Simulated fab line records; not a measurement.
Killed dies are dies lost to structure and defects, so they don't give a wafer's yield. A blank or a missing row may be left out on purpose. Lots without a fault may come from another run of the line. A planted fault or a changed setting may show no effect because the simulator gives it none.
Which tool did it? || flow gf180mcu || 7 lots, 21 wafers sampled, at 1 step of a route of 602

== WHAT THE GAUGES SHOWED, per wafer ==
GF_V5_THK_MEAS_01.
{"lot": "L428", "measured": "day 26 22:47", "on": "film-metro-01", "V5_CVD_00_THK (nm)": "299 294 296"}
{"lot": "L435", "measured": "day 29 02:03", "on": "film-metro-03", "V5_CVD_00_THK (nm)": "298 299 302"}
{"lot": "L437", "measured": "day 29 12:58", "on": "film-metro-01", "V5_CVD_00_THK (nm)": "297 299 300"}
{"lot": "L441", "measured": "day 30 18:53", "on": "film-metro-03", "V5_CVD_00_THK (nm)": "298 298 297"}
{"lot": "L443", "measured": "day 31 09:09", "on": "film-metro-03", "V5_CVD_00_THK (nm)": "294 296 292"}
{"lot": "L447", "measured": "day 32 07:58", "on": "film-metro-01", "V5_CVD_00_THK (nm)": "305 309 305"}
{"lot": "L449", "measured": "day 32 23:01", "on": "film-metro-02", "V5_CVD_00_THK (nm)": "300 301 300"}

== WHAT TOOL EACH LOT RAN ON (gives the tool, then ch and the chambers of the sampled wafers, and finally the start) ==
The record holds no process step before these readings.

== THE ANSWER, worked out from the rows above alone ==
Rule: the lots themselves supply what counts as usual. Put in order of their means at a reading, lots are off if they are a third of the lots or fewer, leave a main group of 4 or more, and stand apart from it by a gap of 3 or more times the standard deviation of the main group's means; of several such gaps the widest counts. A main group is skipped when, at the precision printed for the reading in the tables above, its means are all equal. A lot without any number at a reading at which 4 lots or more have one is off too. All remaining lots with rows at the step are treated as sound.
Nothing can be told from this: no lot is off at any reading shown.

== WHAT THE SIMULATOR HAD INSERTED ==
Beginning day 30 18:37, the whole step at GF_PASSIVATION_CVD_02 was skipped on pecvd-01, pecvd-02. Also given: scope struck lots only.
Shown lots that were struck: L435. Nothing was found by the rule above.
